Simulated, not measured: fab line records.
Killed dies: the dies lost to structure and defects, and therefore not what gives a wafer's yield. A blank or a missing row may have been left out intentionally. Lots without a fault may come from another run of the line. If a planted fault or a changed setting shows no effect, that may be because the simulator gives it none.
Chamber matching / flow gf180mcu / rie diel-02 running GF_V3_ETCH_17: 4 sister chambers
The step etches SiO2 in C4F8/O2/Ar, stops on TiN, target depth 635 nm. 14 wafers are shown with their chamber, then 7 later ones without.

## EACH WAFER AND ITS CHAMBER
wafer=L440.3; chamber=2; oes product au (a.u.)=0.861; bias w (W)=1194
wafer=L440.4; chamber=3; oes product au (a.u.)=0.853; bias w (W)=1200
wafer=L440.5; chamber=0; oes product au (a.u.)=0.857; bias w (W)=1201
wafer=L441.3; chamber=1; oes product au (a.u.)=0.855; bias w (W)=1198
wafer=L441.5; chamber=1; oes product au (a.u.)=0.851; bias w (W)=1193
wafer=L441.6; chamber=2; oes product au (a.u.)=0.855; bias w (W)=1198
wafer=L444.3; chamber=2; oes product au (a.u.)=0.844; bias w (W)=1202
wafer=L444.4; chamber=3; oes product au (a.u.)=0.856; bias w (W)=1199
wafer=L444.5; chamber=1; oes product au (a.u.)=0.855; bias w (W)=1207
wafer=L449.1; chamber=3; oes product au (a.u.)=0.854; bias w (W)=1200
wafer=L449.5; chamber=2; oes product au (a.u.)=0.861; bias w (W)=1199
wafer=L449.6; chamber=1; oes product au (a.u.)=0.857; bias w (W)=1200
wafer=L452.3; chamber=0; oes product au (a.u.)=0.857; bias w (W)=1199
wafer=L452.5; chamber=2; oes product au (a.u.)=0.858; bias w (W)=1204

SIGNATURES (averages over the wafers above)
reading=oes product au; chamber 0=0.85700; chamber 1=0.85450; chamber 2=0.85580; chamber 3=0.85433; scatter within a chamber=0.00472
reading=bias w; chamber 0=1200.00; chamber 1=1199.50; chamber 2=1199.40; chamber 3=1199.67; scatter within a chamber=4.04
Rule: for a wafer and a chamber, the distance is found by dividing, reading by reading, the gap between the wafer's reading and the chamber's mean by the reading's scatter, squaring, summing and taking the root. If the next closest chamber is less than 2 further off than the closest, the wafer can't be placed; otherwise it belongs to the closest. The scatter is the square root of a quotient: the sum, over the shown wafers, of each reading's squared deviation from its chamber's mean, divided by wafers minus chambers.

## WAFERS WITHOUT THEIR CHAMBER
wafer=L452.6; oes product au (a.u.)=0.857; bias w (W)=1202
wafer=L456.1; oes product au (a.u.)=0.848; bias w (W)=1195
wafer=L456.2; oes product au (a.u.)=0.859; bias w (W)=1195
wafer=L456.3; oes product au (a.u.)=0.852; bias w (W)=1203
wafer=L458.1; oes product au (a.u.)=0.844; bias w (W)=1197
wafer=L458.2; oes product au (a.u.)=0.858; bias w (W)=1205
wafer=L458.3; oes product au (a.u.)=0.847; bias w (W)=1198

## EACH ONE'S CHAMBER
wafer=L452.6; from the rows above=can't be placed: 0 or 2 or 3 or 1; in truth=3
wafer=L456.1; from the rows above=can't be placed: 3 or 1 or 2 or 0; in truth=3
wafer=L456.2; from the rows above=can't be placed: 2 or 0 or 1 or 3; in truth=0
wafer=L456.3; from the rows above=can't be placed: 3 or 1 or 2 or 0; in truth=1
wafer=L458.1; from the rows above=can't be placed: 3 or 1 or 2 or 0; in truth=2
wafer=L458.2; from the rows above=can't be placed: 0 or 2 or 3 or 1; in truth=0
wafer=L458.3; from the rows above=can't be placed: 3 or 1 or 2 or 0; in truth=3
0 of 7 placed correctly. These rows do not allow placing 7 (true chamber among the candidates in 7). Placed wrongly: 0.
